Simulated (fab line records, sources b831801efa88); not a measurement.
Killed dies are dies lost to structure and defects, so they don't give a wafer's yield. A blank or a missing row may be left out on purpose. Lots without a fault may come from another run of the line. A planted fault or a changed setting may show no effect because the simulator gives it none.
fab line records | flow sky130
record lots=6 wafers=17 last_day=48
route steps=708 shown METAL3@563 VIA3@573 METAL4@598 CAP2M@603 PAD_OPEN@708
lots that met no fault: from a run of the same line without faults
start_h: hours from the record's first day to the start of the lot's first wafer shown | wait_h: hours since the lot's step before | " the same as in the row above | L1.1+2: a row that stands for several wafers | - no value, or no start given | * or withheld: withheld | < > ~ a bound
route shown NAME@n: a module of which the file shows steps, and the number in the route of the first | usual: mean/standard deviation of fault-free wafers | same: alike in all rows | chamber/n: place in a boat | sites: the reading at each site | _std_site: their standard deviation | _edge_site: outer sites' mean less inner sites' | radius_mm: how far each site lies from the wafer's centre | mask NAME#n: copy n | behind: the tool/chamber that last shaped the wafer | hold: why the lot was held/for how many hours/how that ended | device: the transistor (n, p or np) that didn't switch | end of line: the same wafers' tests at the end of the route | a step without rows: its recipe alone | killed: dies lost to structure and defects at the first sort, not the wafer's yield | map: a wafer's dies, x killed, . not, _ none there
set.NAME: the setting as run; set.NAME@STEP: as run at that earlier step | model.NAME: the simulator's own value behind a step, which no gauge read
lots at some steps of the route; a table a step, a row a wafer
services: from which hour (start_h, from the record's first day; less than 0 if before it) a tool's chamber was out of use, for how many hours, and why
## steps
# step SKY_METAL3_CD_MEAS_13
# recipe target_cd_nm=300
# usual cd_nm=299.8/1.2
# columns lot.wafer tool chamber start_h wait_h cd_nm
L111.2 cd_sem-02 - 904.93 - 299.9
L111.4 " - " " 299.5
L111.5 " - " " 299.9
L114.2 cd_sem-02 - 932.42 - 298.5
L114.5 " - " " 298.3
L114.6 " - " " 298.2
L121.1 cd_sem-02 - 981.70 - 298.1
L121.4 " - " " 300.2
L121.6 " - " " 297.8
L123.3 cd_sem-01 - 987.77 - 301.1
L123.4 " - " " 300.4
L123.6 " - " " 299.9
L122.1 cd_sem-01 - 999.26 - 301.1
L122.5 " - " " 301.5
L122.6 " - " " 300.9
L125.4 cd_sem-02 - 1008.91 - 300.7
L125.5 " - " " 301.1
# step SKY_METAL3_OVL_MEAS_14
# usual METAL3_OVL=-3/5
# columns lot.wafer tool chamber start_h wait_h METAL3_OVL[nm]
L111.2 overlay-01 - 905.03 0.1 -6
L111.4 " - " " -5
L111.5 " - " " -1
L114.2 overlay-02 - 932.53 0.1 -6
L114.5 " - " " -2
L114.6 " - " " -5
L121.1 overlay-01 - 981.82 0.1 0
L121.4 " - " " 2
L121.6 " - " " 0
L123.3 overlay-02 - 987.87 0.1 -8
L123.4 " - " " -13
L123.6 " - " " -6
L122.1 overlay-02 - 999.38 0.1 0
L122.5 " - " " -7
L122.6 " - " " -1
L125.4 overlay-02 - 1008.99 0.1 -4
L125.5 " - " " -1
# step SKY_METAL3_DESCUM_15
# recipe chemistry=O2 source_power_w=150 bias_power_w=0 pressure_mtorr=10 temp_c=40 time_s=8
# step SKY_METAL3_ETCH_16
# recipe chemistry=N2/H2 target=BARC ion_energy_ev=200 bias_w=100 pressure_mtorr=30 n2_flow_sccm=100 h2_flow_sccm=200 icp_w=500 stop_on=SiO2 time_s=88.2 target_depth_a=600
# step SKY_METAL3_ETCH_17
# recipe target=SiO2 stop_on=TiN chemistry=C4F8/O2/Ar source_w=1500 bias_w=1200 pressure_mtorr=40 c4f8_flow_sccm=withheld O2_flow_sccm=6 Ar_flow_sccm=300 time_s=3.9 target_depth_a=150
# usual oes_product_au=0.757/0.0075
# columns lot.wafer tool chamber start_h wait_h oes_product_au rf_hours_counter_h
L111.2 rie_diel-04 1 905.19 0.1 0.757 13
L111.4 " 2 " " 0.770 13
L111.5 " 0 " " 0.754 -
L114.2 rie_diel-02 3 932.69 0.1 0.753 26
L114.5 " 3 " " 0.757 -
L114.6 " 0 " " 0.754 -
L121.1 rie_diel-02 1 981.99 0.1 0.750 19
L121.4 " 1 " " 0.755 -
L121.6 " 2 " " 0.760 -
L123.3 rie_diel-04 2 988.02 0.0 0.746 15
L123.4 " 2 " " 0.767 -
L123.6 " 1 " " 0.752 -
L122.1 rie_diel-01 3 999.54 0.1 0.764 13
L122.5 " 2 " " 0.765 -
L122.6 " 1 " " 0.765 -
L125.4 rie_diel-01 0 1009.14 0.0 0.753 6
L125.5 " 2 " " 0.755 -
# step SKY_METAL3_METAL_ETCH_18
# recipe target_depth_a=8450 stop_on=SiO2 over_etch_frac=0.3 time_s=183.1 chemistry=Cl2/BCl3 resist_sidewall_deg=88 pressure_mtorr=10 icp_w=900 bias_w=48.5 Cl2_flow_sccm=60 bcl3_flow_sccm=30
# usual drypump_motor_current_A=5.6/0.33 oes_product_au=0.867/0.0069 throttle_valve_pct=22.264/0.0099
# same over_etch_frac=0.3
# columns lot.wafer tool chamber start_h wait_h drypump_motor_current_A oes_product_au rf_hours_counter_h throttle_valve_pct
L111.2 rie_metal-03 0 905.21 0.0 6.0 0.873 12 22.259
L111.4 " 1 " " 5.3 0.879 - 22.274
L111.5 " 0 " " 6.0 0.875 - 22.274
L114.2 rie_metal-01 1 932.71 0.0 6.0 0.872 11 22.256
L114.5 " 1 " " 6.0 0.876 - 22.266
L114.6 " 0 " " 5.3 0.875 - 22.282
L121.1 rie_metal-03 1 982.01 0.0 5.3 0.857 12 22.264
L121.4 " 1 " " 5.3 0.851 - 22.252
L121.6 " 0 " " 6.0 0.858 - 22.255
L123.3 rie_metal-04 1 988.10 0.1 5.2 0.865 - 22.250
L123.4 " 0 " " 5.8 0.859 - 22.262
L123.6 " 0 " " 5.7 0.875 - 22.275
L122.1 rie_metal-04 1 999.56 0.0 5.2 0.862 12 22.250
L122.5 " 0 " " 5.8 0.872 - 22.270
L122.6 " 1 " " 5.2 0.870 - 22.279
L125.4 rie_metal-03 0 1009.22 0.1 6.0 0.879 - 22.264
L125.5 " 0 " " 6.0 0.866 - 22.267
# step SKY_METAL3_STRIP_19
# recipe chemistry=O2/N2 power_w=1400 pressure_mtorr=1500 platen_temp_c=withheld o2_flow_sccm=3000 n2_flow_sccm=300 overash_fraction=0.5
# step SKY_METAL3_STRIP_20
# recipe chemistry=post_etch_residue_remover time_s=1200 temp_c=72.5
# step SKY_METAL3_CLEAN_21
# recipe chemistry=IPA time_s=180 temp_c=25
# step SKY_METAL3_CLEAN_22
# recipe chemistry=O3/DIW dry=n2_spin
# step SKY_VIA3_HDPCVD_00
# recipe material=SiO2 target_thk_nm=1635 sigma_open_frac=0.3 time_s=272.5 temp_c=400 sih4_flow_sccm=60 pressure_mtorr=6
# step SKY_VIA3_THK_MEAS_01
# recipe reads=SiO2_of_VIA3_HDPCVD_00
# usual VIA3_HDPCVD_THK=1632/20
# columns lot.wafer tool chamber start_h wait_h VIA3_HDPCVD_THK[nm]
L111.2 film_metro-01 - 906.16 0.1 1622
L111.4 " - " " 1611
L111.5 " - " " 1603
L114.2 film_metro-03 - 933.65 0.1 1635
L114.5 " - " " 1606
L114.6 " - " " 1617
L121.1 film_metro-01 - 983.14 0.1 1651
L121.4 " - " " 1659
L121.6 " - " " 1637
L123.3 film_metro-01 - 989.04 0.1 1658
L123.4 " - " " 1637
L123.6 " - " " 1664
L122.1 film_metro-02 - 1000.50 0.1 1669
L122.5 " - " " 1661
L122.6 " - " " 1637
L125.4 film_metro-01 - 1010.12 0.0 1658
L125.5 " - " " 1667
# step SKY_VIA3_CMP_02
# recipe material=SiO2 down_force_psi=4 platen_rpm=60 pad_velocity_m_s=0.94248
# usual motor_current_A=11.9/1.3
# columns lot.wafer tool chamber start_h wait_h motor_current_A model.SiO2_of_VIA3_HDPCVD_00.thk_nm
L111.2 cmp-02 0 906.31 0.1 11.3 466.4
L111.4 " 1 " " 10.4 461.2
L111.5 " 3 " " 12.0 464.7
L114.2 cmp-01 2 933.85 0.2 10.6 465.9
L114.5 " 3 " " 15.1 466.5
L114.6 " 0 " " 11.9 464
L121.1 cmp-02 1 983.25 0.1 10.7 462.5
L121.4 " 2 " " 12.5 465.2
L121.6 " 0 " " 10.6 467.3
L123.4 cmp-02 3 989.18 0.1 11.7 463.9
L123.3 " 0 " " 10.5 464.9
L123.6 " 2 " " 12.0 462.9
L122.1 cmp-02 3 1000.61 0.1 12.4 464.4
L122.6 " 2 " " 13.1 462.3
L122.5 " 3 " " 12.2 417.6
L125.4 cmp-02 0 1010.25 0.1 10.5 418.7
L125.5 " 3 " " 11.7 419.6
# step SKY_VIA3_BOW_MEAS_03
# recipe mode=bow
# usual VIA3_BOW=79/7.5
# columns lot.wafer tool chamber start_h wait_h VIA3_BOW[um]
L111.2 film_metro-02 - 906.53 0.2 74
L111.4 " - " " 79
L111.5 " - " " 76
L114.2 film_metro-02 - 934.02 0.1 87
L114.5 " - " " 82
L114.6 " - " " 78
L121.1 film_metro-02 - 983.54 0.2 55
L121.4 " - " " 72
L121.6 " - " " 67
L123.3 film_metro-02 - 989.42 0.1 85
L123.4 " - " " 84
L123.6 " - " " 93
L122.1 film_metro-02 - 1000.86 0.2 79
L122.5 " - " " 70
L122.6 " - " " 73
L125.4 film_metro-02 - 1010.51 0.2 70
L125.5 " - " " 71
# step SKY_VIA3_DEHYDRATE_04
# recipe temp_c=200 time_s=60
# step SKY_VIA3_HMDS_05
# recipe prime_time_s=60 prime_temp_c=120
# step SKY_VIA3_COAT_06
# recipe resist=BARC temp_c=withheld time_s=withheld spin_rpm=3000 resist_thk_nm=60
# step SKY_VIA3_COAT_07
# recipe resist=KrF-thick spin_rpm=3000 resist_thk_nm=450
# step SKY_VIA3_SOFTBAKE_08
# recipe temp_c=100 time_s=90 resist=KrF-thick
# step SKY_VIA3_EXPOSE_09
# recipe mask_id=VIM3 na=0.8 source_shape=annular sigma_inner=0.55 sigma_outer=0.85 target_cd_nm=200 dose_mj=38
# step SKY_VIA3_PEB_10
# recipe peb_temp_c=withheld peb_time_s=withheld resist=KrF-thick
# step SKY_VIA3_DEVELOP_11
# recipe develop_time_s=60 resist=KrF-thick dev_temp_c=21
# step SKY_VIA3_CD_MEAS_12
# recipe target_cd_nm=200
# usual cd_nm=200.1/1.3
# columns lot.wafer tool chamber start_h wait_h cd_nm
L111.2 cd_sem-02 - 931.35 - 199.8
L111.4 " - " " 201.8
L111.5 " - " " 201.0
L114.2 cd_sem-02 - 958.16 - 202.4
L114.5 " - " " 201.5
L114.6 " - " " 199.5
L121.1 cd_sem-02 - 1007.20 - 198.7
L121.4 " - " " 199.0
L121.6 " - " " 199.4
L123.3 cd_sem-01 - 1012.47 - 203.0
L123.4 " - " " 200.3
L123.6 " - " " 200.5
L122.1 cd_sem-02 - 1023.35 - 202.5
L122.5 " - " " 200.6
L122.6 " - " " 200.0
L125.4 cd_sem-01 - 1033.40 - 201.9
L125.5 " - " " 203.4
# step SKY_VIA3_OVL_MEAS_13
# usual VIA3_OVL=-4/6.8
# columns lot.wafer tool chamber start_h wait_h VIA3_OVL[nm]
L111.2 overlay-02 - 931.46 0.1 -5
L111.4 " - " " -9
L111.5 " - " " -3
L114.2 overlay-01 - 958.27 0.1 -5
L114.5 " - " " -13
L114.6 " - " " -12
L121.1 overlay-02 - 1007.32 0.1 4
L121.4 " - " " -4
L121.6 " - " " -3
L123.3 overlay-01 - 1012.57 0.1 14
L123.4 " - " " 7
L123.6 " - " " 13
L122.1 overlay-02 - 1023.47 0.1 -12
L122.5 " - " " -10
L122.6 " - " " -11
L125.4 overlay-02 - 1033.48 0.1 -13
L125.5 " - " " -7
# step SKY_VIA3_ETCH_14
# recipe chemistry=N2/H2 target=BARC ion_energy_ev=200 source_w=500 bias_w=100 pressure_mtorr=30 n2_flow_sccm=100 h2_flow_sccm=200 stop_on=SiO2 time_s=45.9 target_depth_a=600
# step SKY_VIA3_ETCH_15
# recipe target=SiO2 chemistry=C4F8/O2/Ar target_depth_nm=507 stop_on=TiN mask_material=KrF-thick source_w=1500 bias_w=1200 pressure_mtorr=40 c4f8_flow_sccm=withheld O2_flow_sccm=6 Ar_flow_sccm=300 time_s=78
# usual oes_product_au=0.946/0.0052
# columns lot.wafer tool chamber start_h wait_h oes_product_au rf_hours_counter_h model.etch.depth_nm model.VIA3.feature_depth_nm
L111.2 rie_diel-02 0 931.53 0.0 0.948 25 466.4 466.4
L111.4 " 0 " " 0.941 - 461.2 461.2
L111.5 " 2 " " 0.941 - 464.7 464.7
L114.2 rie_diel-03 2 958.34 0.0 0.940 9 465.9 465.9
L114.5 " 2 " " 0.946 - 466.5 466.5
L114.6 " 1 " " 0.945 - 464 464
L121.1 rie_diel-04 3 1007.40 0.0 0.928 16 462.5 462.5
L121.4 " 0 " " 0.944 13 465.2 465.2
L121.6 " 2 " " 0.953 - 467.3 467.3
L123.3 rie_diel-03 3 1012.63 0.0 0.942 28 464.9 464.9
L123.4 " 1 " " 0.946 13 463.9 463.9
L123.6 " 0 " " 0.940 - 462.9 462.9
L122.1 rie_diel-03 2 1023.55 0.0 0.954 11 464.4 464.4
L122.5 " 2 " " 0.893 - 417.6 417.6
L122.6 " 1 " " 0.944 - 462.3 462.3
L125.4 rie_diel-03 1 1033.54 0.0 0.893 13 418.7 418.7
L125.5 " 2 " " 0.891 - 419.6 419.6
# step SKY_VIA3_STRIP_16
# recipe chemistry=O2/N2 power_w=1400 pressure_mtorr=1500 platen_temp_c=withheld o2_flow_sccm=3000 n2_flow_sccm=300 overash_fraction=0.5
# step SKY_VIA3_STRIP_17
# recipe chemistry=post_etch_residue_remover time_s=1200 temp_c=72.5
# step SKY_VIA3_CLEAN_18
# recipe chemistry=IPA time_s=180 temp_c=25
# step SKY_VIA3_CLEAN_19
# recipe chemistry=O3/DIW dry=n2_spin
# step SKY_VIA3_SPUTTER_20
# recipe material=TiN target_thk_nm=20 chamber_pressure_pa=5 power_w=4000 time_s=80
# step SKY_VIA3_CVD_21
# recipe material=W target_thk_nm=390 time_s=117.31 temp_c=400 pressure_torr=40
# step SKY_VIA3_RS_MEAS_22
# recipe thk_meas_gauge=four-point-probe reads=W_of_VIA3_CVD_21+TiN_of_VIA3_SPUTTER_20
# usual VIA3_W_RS=0.293/0.0031
# columns lot.wafer tool chamber start_h wait_h VIA3_W_RS[ohm/sq]
L111.2 film_metro-03 - 932.39 0.1 0.293
L111.4 " - " " 0.295
L111.5 " - " " 0.292
L114.2 film_metro-01 - 959.20 0.1 0.296
L114.5 " - " " 0.295
L114.6 " - " " 0.293
L121.1 film_metro-01 - 1008.24 0.1 0.295
L121.4 " - " " 0.298
L121.6 " - " " 0.295
L123.3 film_metro-01 - 1013.51 0.1 0.285
L123.4 " - " " 0.292
L123.6 " - " " 0.287
L122.1 film_metro-02 - 1024.39 0.1 0.295
L122.5 " - " " 0.296
L122.6 " - " " 0.299
L125.4 film_metro-03 - 1034.51 0.1 0.299
L125.5 " - " " 0.300
# step SKY_VIA3_THK_MEAS_23
# recipe thk_meas_gauge=xrf reads=W_of_VIA3_CVD_21
# usual VIA3_W_THK=375/5.1
# columns lot.wafer tool chamber start_h wait_h VIA3_W_THK[nm]
L111.2 film_metro-03 - 932.50 0.1 371
L111.4 " - " " 371
L111.5 " - " " 375
L114.2 film_metro-01 - 959.31 0.1 374
L114.5 " - " " 376
L114.6 " - " " 380
L121.1 film_metro-01 - 1008.36 0.1 374
L121.4 " - " " 371
L121.6 " - " " 374
L123.3 film_metro-01 - 1013.61 0.1 386
L123.4 " - " " 379
L123.6 " - " " 384
L122.1 film_metro-02 - 1024.51 0.1 369
L122.5 " - " " 367
L122.6 " - " " 365
L125.4 film_metro-03 - 1034.60 0.1 367
L125.5 " - " " 366
# step SKY_VIA3_CMP_24
# recipe stop_on=SiO2 t_overpolish_s=20 down_force_psi=3.5 platen_rpm=60 target_thk_nm=0 pad_velocity_m_s=0.94248
# usual motor_current_A=11.1/1.3
# columns lot.wafer tool chamber start_h wait_h motor_current_A
L111.4 cmp-01 1 932.60 0.1 11.4
L111.2 " 2 " " 9.7
L111.5 " 1 " " 11.4
L114.2 cmp-01 3 959.41 0.1 14.8
L114.5 " 2 " " 10.3
L114.6 " 3 " " 13.7
L121.4 cmp-02 3 1008.42 0.0 11.0
L121.1 " 1 " " 10.0
L121.6 " 0 " " 10.0
L123.3 cmp-01 1 1013.70 0.1 11.5
L123.4 " 3 " " 14.3
L123.6 " 1 " " 10.9
L122.1 cmp-01 1 1024.57 0.1 11.2
L122.6 " 1 " " 10.8
L122.5 " 2 " " 10.1
L125.4 cmp-01 1 1034.68 0.1 11.3
L125.5 " 1 " " 10.9
# step SKY_METAL4_SPUTTER_00
# recipe material=Ti target_thk_nm=15 power_w=3000 time_s=10 chamber_pressure_pa=0.4
# step SKY_METAL4_SPUTTER_01
# recipe material=TiN target_thk_nm=20 power_w=6500 time_s=16.7 chamber_pressure_pa=0.4
# step SKY_METAL4_SPUTTER_02
# recipe material=AlCu target_thk_nm=735 power_w=10600 time_s=39.1 chamber_pressure_pa=0.4
# step SKY_METAL4_SPUTTER_03
# recipe material=Ti target_thk_nm=5 power_w=3000 time_s=3.3 chamber_pressure_pa=0.4
# usual throttle_valve_pct=30.0/0.63
# columns lot.wafer tool chamber start_h wait_h throttle_valve_pct
L111.2 pvd_sputter-02 - 932.93 0.0 30.3
L111.4 " - " " 30.3
L111.5 " - " " 30.4
L114.2 pvd_sputter-02 - 959.74 0.0 30.0
L114.5 " - " " 29.5
L114.6 " - " " 30.2
L121.1 pvd_sputter-04 - 1008.80 0.0 29.6
L121.4 " - " " 31.0
L121.6 " - " " 29.6
L123.3 pvd_sputter-04 - 1014.03 0.0 29.8
L123.4 " - " " 29.8
L123.6 " - " " 28.9
L122.1 pvd_sputter-04 - 1024.95 0.0 29.8
L122.5 " - " " 29.6
L122.6 " - " " 29.2
L125.4 pvd_sputter-04 - 1035.01 0.0 29.2
L125.5 " - " " 29.8
# step SKY_METAL4_SPUTTER_04
# recipe material=TiN target_thk_nm=70 power_w=6500 time_s=58.3 chamber_pressure_pa=0.4
# step SKY_CAP2M_CVD_00
# recipe material=SiO2 target_thk_nm=15.5 temp_c=400 time_s=withheld rf_w=450
# usual heater_power_w=719/69
# columns lot.wafer tool chamber start_h wait_h heater_power_w
L111.2 pecvd-04 2 933.00 0.0 717
L111.4 " 0 " " 579
L111.5 " 2 " " 723
L114.2 pecvd-04 2 959.81 0.0 728
L114.5 " 0 " " 556
L114.6 " 1 " " 732
L121.1 pecvd-01 0 1008.87 0.0 769
L121.4 " 0 " " 745
L121.6 " 2 " " 679
L123.3 pecvd-03 1 1014.11 0.0 707
L123.4 " 0 " " 791
L123.6 " 1 " " 685
L122.1 pecvd-01 0 1025.02 0.0 840
L122.5 " 2 " " 766
L122.6 " 1 " " 792
L125.4 pecvd-04 2 1035.09 0.0 764
L125.5 " 0 " " 587
# step SKY_CAP2M_THK_MEAS_01
# recipe reads=SiO2_of_CAP2M_CVD_00
# usual CAP2M_CVD_00_THK=15.49/0.23
# columns lot.wafer tool chamber start_h wait_h CAP2M_CVD_00_THK[nm]
L111.2 film_metro-02 - 933.03 - 15.60
L111.4 " - " " 15.82
L111.5 " - " " 15.87
L114.2 film_metro-03 - 959.84 - 15.38
L114.5 " - " " 15.52
L114.6 " - " " 15.49
L121.1 film_metro-02 - 1008.89 - 15.09
L121.4 " - " " 15.10
L121.6 " - " " 15.42
L123.3 film_metro-03 - 1014.15 - 16.00
L123.4 " - " " 16.02
L123.6 " - " " 15.60
L122.1 film_metro-03 - 1025.04 - 15.28
L122.5 " - " " 15.48
L122.6 " - " " 15.50
L125.4 film_metro-04 - 1035.13 - 15.65
L125.5 " - " " 15.62
# step SKY_METAL4_METAL_ETCH_18
# recipe target_depth_a=8450 stop_on=SiO2 over_etch_frac=0.3 time_s=183.1 chemistry=Cl2/BCl3 resist_sidewall_deg=88 pressure_mtorr=10 icp_w=900 bias_w=48.5 Cl2_flow_sccm=60 bcl3_flow_sccm=30
# usual drypump_motor_current_A=5.7/0.36 oes_product_au=0.865/0.0065 throttle_valve_pct=22.265/0.0095
# same over_etch_frac=0.3
# columns lot.wafer tool chamber start_h wait_h drypump_motor_current_A oes_product_au rf_hours_counter_h throttle_valve_pct model.SiO2_of_VIA3_HDPCVD_00.thk_nm
L111.2 rie_metal-03 0 982.79 0.0 6.0 0.876 17 22.270 435.8
L111.4 " 0 " " 6.0 0.858 - 22.249 430.5
L111.5 " 0 " " 6.0 0.863 - 22.250 433.9
L114.2 rie_metal-02 0 1008.56 0.0 6.3 0.855 14 22.265 436
L114.5 " 0 " " 6.3 0.862 - 22.278 436.6
L114.6 " 1 " " 5.8 0.866 - 22.281 432.8
L121.1 rie_metal-04 0 1054.46 0.0 5.7 0.866 13 22.256 432.6
L121.4 " 0 " " 5.8 0.866 - 22.270 435.4
L121.6 " 1 " " 5.2 0.868 - 22.267 438.1
L123.3 rie_metal-04 0 1060.77 0.1 5.7 0.865 - 22.264 435.4
L123.4 " 1 " " 5.2 0.862 - 22.256 434.5
L123.6 " 0 " " 5.7 0.855 - 22.273 433.2
L122.1 rie_metal-04 0 1070.14 0.0 5.7 0.876 15 22.251 434.9
L122.5 " 0 " " 5.7 0.867 - 22.266 387.9
L122.6 " 1 " " 5.2 0.865 - 22.257 432.9
L125.4 rie_metal-03 1 1079.85 0.1 5.3 0.847 - 22.271 389.6
L125.5 " 1 " " 5.3 0.866 - 22.284 390.4
# step SKY_PAD_OPEN_PROBE_99
# usual defect_limited_yield=82.6/1.8 killed_at_M0_to_M3=44/6.9 killed_at_M4_up=3.2/1.8 killed_at_contacts=23/5.2 killed_at_front_end=15/4.5 killed_at_other=0.3/0.56 killed_dies=85/8.8 killed_open=47/6.7 killed_short=39/6.4 sort_bin_3_pad_short=0.8/0.4 sort_bin_5_function=10.2/1.3 sort_bin_6_memory=6.4/1.1 sort_n_pass=407/8.8 sort_yield_pct=82.6/1.8
# same gross_dies=492 killed_at_back_side=0 sort_bin_4_leakage[%]=0 sort_bin_8_speed[%]=0
# columns lot.wafer tool chamber start_h wait_h defect_limited_yield[%] killed_at_M0_to_M3 killed_at_M4_up killed_at_contacts killed_at_front_end killed_at_other killed_dies killed_open killed_short sort_bin_3_pad_short[%] sort_bin_5_function[%] sort_bin_6_memory[%] sort_n_pass sort_yield_pct[%]
L121.1 prober-01 - 1140.53 0.1 82.7 45 3 19 18 0 85 52 33 0.8 10.4 6.1 407 82.7
L121.4 prober-01 - 1140.68 0.2 83.1 48 2 25 8 0 83 30 53 0.8 8.9 7.1 409 83.1
L121.6 prober-01 - 1140.78 0.2 84.8 37 1 19 18 0 75 33 42 0.6 7.5 7.1 417 84.8
L123.3 prober-02 - 1147.43 0.2 77.4 63 7 27 14 0 111 51 60 1.4 11.2 10.0 381 77.4
L123.4 prober-02 - 1147.48 0.2 83.5 37 6 25 13 0 81 48 33 0.8 9.1 6.5 411 83.5
L123.6 prober-02 - 1147.58 0.2 82.1 52 6 18 11 1 88 46 42 0.6 10.0 7.3 404 82.1
L122.1 prober-01 - 1154.57 0.1 81.3 42 4 29 17 0 92 51 41 0.6 11.4 6.7 400 81.3
L122.5 prober-01 - 1154.77 0.2 79.1 61 1 23 15 3 103 58 45 1.2 12.8 6.9 389 79.1
L122.6 prober-01 - 1154.82 0.2 83.9 33 4 23 19 0 79 47 32 0.6 11.4 4.1 413 83.9
# killed by level:class
L121.1 VIA1:geometric_particle:open=10 VIA2:geometric_particle:open=10 CONTACT:geometric_particle:open=9 VIA3:geometric_particle:open=6 POLY_GATE:geometric_particle:short=5 LI_CONTACT:geometric_particle:open=5 VIA2:geometric_particle:short=5 FIELD_ISO:geometric_particle:open=4
L121.4 VIA1:geometric_particle:open=10 CONTACT:geometric_particle:open=9 VIA1:geometric_particle:short=8 METAL2:geometric_particle:short=7 LOCAL_INTERCONNECT:geometric_particle:short=6 VIA3:geometric_particle:short=6 METAL1:geometric_particle:short=5 FIELD_ISO:geometric_particle:short=4
L121.6 METAL2:geometric_particle:short=7 POLY_GATE:geometric_particle:short=6 VIA1:geometric_particle:open=6 CONTACT:geometric_particle:open=5 VIA3:geometric_particle:open=4 POLY_GATE:geometric_particle:open=4 LOCAL_INTERCONNECT:geometric_particle:short=4 VIA1:geometric_particle:short=4
L123.3 METAL1:geometric_particle:short=10 VIA1:geometric_particle:open=10 VIA3:geometric_particle:open=10 METAL2:geometric_particle:short=9 LI_CONTACT:geometric_particle:open=7 METAL4:geometric_particle:short=7 LI_CONTACT:geometric_particle:short=6 CONTACT:geometric_particle:open=6
L123.4 CONTACT:geometric_particle:open=10 VIA1:geometric_particle:open=8 LI_CONTACT:geometric_particle:open=6 METAL1:geometric_particle:short=6 VIA3:geometric_particle:open=6 FIELD_ISO:geometric_particle:open=5 VIA2:geometric_particle:open=5 VIA3:geometric_particle:short=4
L123.6 CONTACT:geometric_particle:open=9 VIA1:geometric_particle:open=9 VIA3:geometric_particle:open=9 METAL2:geometric_particle:short=8 VIA2:geometric_particle:open=5 VIA2:geometric_particle:short=4 METAL3:geometric_particle:short=4 METAL4:geometric_particle:short=4
L122.1 CONTACT:geometric_particle:open=14 VIA1:geometric_particle:open=9 VIA1:geometric_particle:short=6 METAL2:geometric_particle:short=6 VIA2:geometric_particle:open=6 FIELD_ISO:geometric_particle:short=5 VIA3:geometric_particle:open=5 LI_CONTACT:geometric_particle:short=4
L122.5 VIA1:geometric_particle:open=15 CONTACT:geometric_particle:open=11 VIA2:geometric_particle:open=10 VIA3:geometric_particle:open=9 VIA1:geometric_particle:short=6 CONTACT:geometric_particle:short=6 POLY_GATE:geometric_particle:open=5 VIA3:geometric_particle:short=5
L122.6 CONTACT:geometric_particle:open=11 VIA1:geometric_particle:open=9 LI_CONTACT:geometric_particle:open=7 VIA1:geometric_particle:short=7 VIA3:geometric_particle:open=7 METAL1:geometric_particle:short=6 FIELD_ISO:geometric_particle:open=4 POLY_GATE:geometric_particle:open=4
## services
# columns tool chamber start_h hours kind
rie_diel-02 - 884.57 0.9 repair
pecvd-01 - 887.74 1.2 repair
cmp-02 - 911.44 1.6 repair
cmp-02 - 913.07 4.0 pm
rie_diel-03 - 917.19 15.6 repair
rie_diel-04 - 922.30 14.4 repair
rie_diel-02 1 927.61 12.6 repair
rie_diel-03 - 974.42 0.4 repair
pecvd-01 0 974.87 8.4 repair
rie_metal-04 1 977.30 1.7 repair
rie_diel-03 3 979.72 1.9 repair
pvd_sputter-04 - 980.05 17.3 repair
rie_diel-02 0 980.70 2.6 repair
rie_diel-04 2 982.93 2.6 repair
rie_diel-04 3 987.61 2.7 repair
pecvd-04 - 991.86 0.5 repair
rie_diel-04 1 1013.81 3.6 repair
pecvd-04 - 1016.38 0.7 repair
pecvd-04 - 1021.32 4.3 pm
cmp-01 - 1032.25 0.9 repair
rie_diel-04 - 1032.92 38.4 repair
rie_diel-02 2 1032.95 7.5 repair
cmp-01 - 1075.70 0.7 repair
cmp-01 - 1076.52 3.8 repair
## key
first_sign step=SKY_VIA3_ETCH_15 reading=oes_product_au direction=down sigmas=10 usual=0.946 struck=0.892
effect none on later readings
model_effect step=SKY_VIA3_CMP_02 value=SiO2_of_VIA3_HDPCVD_00.thk_nm without=465.1 struck=418.6
model_effect step=SKY_VIA3_ETCH_15 value=etch.depth_nm without=465.1 struck=418.6
model_effect step=SKY_METAL4_METAL_ETCH_18 value=SiO2_of_VIA3_HDPCVD_00.thk_nm without=435.8 struck=389.3
met_at SKY_VIA3_CMP_02
struck_wafers L122.5,L125.4,L125.5
onset_between 989.18 1000.61
fault kind=process_parameter_drift tool=cmp-02 chamber=- onset_h=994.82 steps=SKY_VIA3_CMP_02 channel=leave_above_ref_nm offset=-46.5 shape=step end_h=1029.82 scope=struck_wafers_only acts_in=these_recipes_only stated=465
